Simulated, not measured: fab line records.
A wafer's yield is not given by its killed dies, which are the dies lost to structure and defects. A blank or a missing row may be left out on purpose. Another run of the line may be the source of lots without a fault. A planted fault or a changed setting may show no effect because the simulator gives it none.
Struck lot and sound lot, side by side + flow sky130 + 17 steps out of a route of 708
Sound: wafers L543.2, L543.3, L543.4. Struck: wafers L541.1, L541.4. (L541.3 of the same lot was not struck and is left out.) The cause comes at the end.
Order at every step that has rows: each side's tool, ch and its chambers, its first start. Under that, the readings that differ: sound wafers + struck wafers + difference of the means + sigmas: that difference in standard deviations of wafers without a fault.
alike: words and numbers the same on both sides, and readings whose means are apart by under 2 such deviations; not compared: readings that were withheld, readings missing a value for some wafer, numbers with overlapping values and no deviation given by the record, and bounds like >300 which may hide the same value.
Wherever a step has rows on one side only, a row that says differs or no value, or a row with sigmas, the two part there. Numbers that have no deviation but don't overlap get no sigmas and don't part them. A reading missing from all wafers of one side parts the sides only when that side holds two or more wafers.

SKY_VIA2_CMP_02: polishes SiO2.
  sound on cmp-01 ch 0,1,3, day 36 15:05; struck on cmp-01 ch 0,1, day 36 03:35
  alike: motor_current_A, platen_rpm, retaining_ring_pressure_frac
SKY_VIA2_BOW_MEAS_03:
  sound: film_metro-02 at day 36 15:21; struck: film_metro-03 at day 36 03:53
  alike: VIA2_BOW
then, 8 steps without rows for these wafers: SKY_VIA2_DEHYDRATE_04 (time 60 s); SKY_VIA2_HMDS_05 (prime time 60 s); SKY_VIA2_COAT_06 (resist thk 60 nm); SKY_VIA2_COAT_07 (resist thk 450 nm); SKY_VIA2_SOFTBAKE_08 (time 90 s); SKY_VIA2_EXPOSE_09 (exposes mask VIM2, target cd 200 nm); SKY_VIA2_PEB_10; SKY_VIA2_DEVELOP_11 (develop time 60 s).
SKY_VIA2_CD_MEAS_12: target cd 200 nm.
  sound: cd_sem-01 at day 37 17:14; struck: cd_sem-01 at day 37 04:16
| reading    | sound             | struck      | difference | sigmas |
|------------|-------------------|-------------|------------|--------|
| cd_nm (nm) | 201.7 200.8 200.8 | 195.7 197.2 | -4.7       | -3     |
SKY_VIA2_OVL_MEAS_13:
  sound: overlay-02 at day 37 17:20; struck: overlay-02 at day 37 04:23
  alike: VIA2_OVL
SKY_VIA2_ETCH_14: etches BARC in N2/H2, stops on SiO2, time 45.9 s, target depth 60 nm.
  sound on rie_diel-02 ch 0,1,2, day 37 17:22; struck on rie_diel-01 ch 1,2, day 37 04:25
| reading                                     | sound             | struck      | difference | sigmas |
|---------------------------------------------|-------------------|-------------|------------|--------|
| oes_product_au (a.u.)                       | 0.855 0.861 0.849 | 0.784 0.779 | -0.073     | -15    |
| model.KrF-thick_of_VIA2_COAT_07.thk_nm (nm) | 393.4 393.1 392.9 | 405.9 404.9 | +12.3      |        |
| model.etch.depth_nm (nm)                    | 59.87 60.12 60.01 | 51.23 51.05 | -8.86      |        |
| model.VIA2.cd_nm (nm)                       | 201.9 199.5 200.4 | 192.3 194.3 | -7.3       |        |
  alike: bias_w, drypump_motor_current_A, throttle_valve_pct
  not compared: rf_hours_counter_h
SKY_VIA2_ETCH_15: etches SiO2 in C4F8/O2/Ar, stops on TiN, target depth 546 nm, time 84 s.
  sound on rie_diel-02 ch 0,1,2, day 37 17:25; struck on rie_diel-01 ch 1,2, day 37 04:28
| reading                                     | sound             | struck      | difference | sigmas |
|---------------------------------------------|-------------------|-------------|------------|--------|
| oes_product_au (a.u.)                       | 0.939 0.946 0.943 | 0.581 0.558 | -0.373     | -81    |
| model.KrF-thick_of_VIA2_COAT_07.thk_nm (nm) | 283.2 281.7 282   | 294.6 295.2 | +12.6      |        |
  alike: bias_w
  not compared: rf_hours_counter_h
SKY_VIA2_STRIP_16: strips in O2/N2.
  sound on plasma_asher-02 ch 0,1, day 37 17:28; struck on plasma_asher-02 ch 1, day 37 04:31
| reading                      | sound             | struck      | difference | sigmas |
|------------------------------|-------------------|-------------|------------|--------|
| strip_time_to_endpoint_s (s) | 4.040 4.029 4.017 | 4.164 4.170 | +0.138     | +6     |
  alike: drypump_motor_current_A, o2_flow_sccm, oes_product_au
  not compared: rf_hours_counter_h
then, 1 step without rows for these wafers: SKY_VIA2_STRIP_17 (strips in post etch residue remover, time 1200 s).
-- the record jumps here: 9 days lie between the struck wafers' starts before and after (it left off in module VIA2 and takes up again in module PAD_OPEN, whose first step shown is number 708 of the route) --
SKY_PAD_OPEN_PROBE_99:
  sound: prober-01 at day 46 21:31; struck: prober-01 at day 46 12:13
| reading                                   | sound | struck | difference | sigmas |
|-------------------------------------------|-------|--------|------------|--------|
| model.etest.nfet_g5v0d10v5.under_floor    | 0 0 0 | 1 1    | +1         |        |
| model.etest.tip_sonos.open                | 0 0 0 | 1 1    | +1         |        |
| model.etest.diode_ndiff_pwell.under_floor | 0 0 0 | 1 1    | +1         |        |
| model.etest.li_comb.under_floor           | 0 0 0 | 1 1    | +1         |        |
| model.etest.nfet_01v8_turned.under_floor  | 0 0 0 | 1 1    | +1         |        |
| model.etest.pfet_01v8_hvt.under_floor     | 0 0 0 | 1 1    | +1         |        |
| model.etest.res_pdiff.open                | 0 0 0 | 1 1    | +1         |        |
| model.etest.sram_pfet_latch.open          | 0 0 0 | 1 1    | +1         |        |

== WHERE THEY PART ==
First at SKY_VIA2_CD_MEAS_12; last, within this record, at SKY_VIA2_STRIP_16.

WHY: the cause the simulator had injected
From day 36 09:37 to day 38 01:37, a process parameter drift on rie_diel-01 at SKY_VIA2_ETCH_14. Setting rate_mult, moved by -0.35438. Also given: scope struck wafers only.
